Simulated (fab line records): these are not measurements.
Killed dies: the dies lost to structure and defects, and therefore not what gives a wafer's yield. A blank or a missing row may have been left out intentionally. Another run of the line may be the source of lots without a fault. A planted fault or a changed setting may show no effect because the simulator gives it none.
Problem report, 8D (eight disciplines) form, completed by code :: flow sky130 :: the parts of the form that need people (team, actions taken, sign-off) are left out

## 1. PROBLEM STATEMENT
VIA3_W_RS at SKY_VIA3_RS_MEAS_22 reads a mean of 0.2671 ohm/sq on 4 wafers of 2 lots; wafers without a fault read 0.2923 ohm/sq with a standard deviation of 0.0027. That puts it -9.3 standard deviations away from the usual mean.
The step: measures by four-point-probe.
Seen first at day 44 05:38 on film-metro-04, wafer L413.1. The record holds 33 wafers of 11 lots with a number at this step. Rule for "out" (also "out of limits"): further than 4 standard deviations from the usual mean. The rest of the wafers with a number are treated as sound.

## 2. WHAT THIS IS AND IS NOT
question: which readings at this step
is: VIA3_W_RS
is not: -

question: which lots
is: L413, L416
is not: L398, L400, L402, L404, L407, L409, L410, L411, L421

question: which wafers of those lots
is: L413.1, L413.5, L416.1, L416.6
is not: L413.2, L416.2

question: read on which gauges
is: film-metro-04
is not: film-metro-01, film-metro-02

question: when
is: from day 44 05:38
is not: up to then (25 sound wafers); but 4 sound wafers of L416, L421 came after

## 3. THE SUSPECTS, EACH WITH WHAT RULES IT OUT
Counting: if a tool at a process step up to the reading ran every lot that is out, it stays a suspect. Sound lots after the first of them don't rule it out here, since some wafers of a struck lot are sound.
- the gauge at SKY_VIA3_RS_MEAS_22: kept. All the wafers that are out were read on film-metro-04, and no step on other tools shows them out.
- cvd-w-01 at SKY_VIA3_CVD_21 (deposits W, target thk 390 nm, time 117.31 s): kept. Ran every lot that is out, first one L413 (day 44 05:31); last sound lot up to then L410 (day 43 11:06).
- The sound lot-mates ran in chamber 1 of cvd-w-01 at SKY_VIA3_CVD_21, but the wafers that are out ran in chamber 0.
Left after counting: cvd-w-01 at SKY_VIA3_CVD_21, film-metro-04 at SKY_VIA3_RS_MEAS_22.

## 4. THE CAUSE (what the simulator had put in)
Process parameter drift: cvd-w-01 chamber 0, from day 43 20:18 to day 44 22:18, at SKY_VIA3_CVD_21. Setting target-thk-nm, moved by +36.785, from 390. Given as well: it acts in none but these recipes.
2 suspects survive the count, and this tool is in that group.

## 5. THE EFFECT CHAIN, in route order
Rows list readings where the struck wafers' mean (over those with a number) sits beyond 3 standard deviations from the usual. Only readings whose record carries a usual standard deviation are examined. hours: median over the lots of the time between each lot's start at the first step of this table that gives one and its start at this step. sigmas: the change, counted in usual standard deviations.
hours: 0
step: SKY_VIA3_RS_MEAS_22
reading: VIA3_W_RS
usual: 0.2923 ohm/sq
on struck wafers: 0.2671
change: -0.0252
sigmas: -9.3

hours: 0
step: SKY_VIA3_THK_MEAS_23
reading: VIA3_W_THK
usual: 388 nm
on struck wafers: 426
change: +38
sigmas: +8.4

## 6. WHAT WOULD HAVE CAUGHT IT SOONER
Counted from the fault's start at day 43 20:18, it took 9 hours until the first out-of-limits reading at a measuring or inspecting step in this record, taken at day 44 05:38.
Of the tool readings at SKY_VIA3_CVD_21 for which the record gives a usual standard deviation, none was out on any struck wafer, so an alarm limit of 4 standard deviations on them would not have fired.
Of the lots that are out (2), L416 began SKY_VIA3_CVD_21 on cvd-w-01 after day 44 05:38. Had the tool been put on hold then, it would have been spared.
